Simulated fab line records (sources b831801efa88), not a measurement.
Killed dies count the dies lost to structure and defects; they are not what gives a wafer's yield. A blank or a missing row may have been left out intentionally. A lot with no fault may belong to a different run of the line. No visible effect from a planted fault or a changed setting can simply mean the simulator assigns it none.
Chamber matching / flow gf180mcu / GF_V1_CVD_00 on hdpcvd-01 has 3 sister chambers
The step deposits SiO2, target thk 600 nm, time 100 s. 6 wafers are shown with their chamber, then 7 later ones without.

== WAFERS WITH THEIR CHAMBER ==
wafer=L494.4; chamber=1; sih4_flow_sccm (sccm)=60.11
wafer=L501.1; chamber=0; sih4_flow_sccm (sccm)=60.04
wafer=L501.5; chamber=1; sih4_flow_sccm (sccm)=59.95
wafer=L501.6; chamber=2; sih4_flow_sccm (sccm)=60.02
wafer=L502.1; chamber=2; sih4_flow_sccm (sccm)=59.93
wafer=L502.2; chamber=0; sih4_flow_sccm (sccm)=59.76

== WAFERS WHOSE CHAMBER IS MISSING ==
wafer=L502.5; sih4_flow_sccm (sccm)=59.91
wafer=L506.2; sih4_flow_sccm (sccm)=59.84
wafer=L506.3; sih4_flow_sccm (sccm)=60.07
wafer=L506.4; sih4_flow_sccm (sccm)=60.09
wafer=L510.1; sih4_flow_sccm (sccm)=60.07
wafer=L510.3; sih4_flow_sccm (sccm)=60.24
wafer=L510.5; sih4_flow_sccm (sccm)=60.22

== EACH ONE'S CHAMBER ==
wafer=L502.5; from the rows above=can't be placed: 0 or 2 or 1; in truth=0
wafer=L506.2; from the rows above=can't be placed: 0 or 2 or 1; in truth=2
wafer=L506.3; from the rows above=can't be placed: 1 or 2 or 0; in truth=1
wafer=L506.4; from the rows above=can't be placed: 1 or 2 or 0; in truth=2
wafer=L510.1; from the rows above=can't be placed: 1 or 2 or 0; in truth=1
wafer=L510.3; from the rows above=can't be placed: 1 or 2 or 0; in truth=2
wafer=L510.5; from the rows above=can't be placed: 1 or 2 or 0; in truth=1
Correctly placed: 0 of 7. These rows do not allow placing 7 (true chamber among the candidates in 7). Placed wrongly: 0.
How it was worked out, from the rows above alone: a wafer's distance from a chamber is the root of the sum, over the readings, of the square of ((its reading less the chamber's mean) divided by the reading's scatter). The wafer belongs to the nearest chamber; if the next one is less than 2 further off, it can't be placed. Each chamber's mean is taken over the wafers shown for it. The scatter: take each reading less its chamber's mean, square it, sum over the shown wafers, divide by the number of wafers less the number of chambers, and take the root.
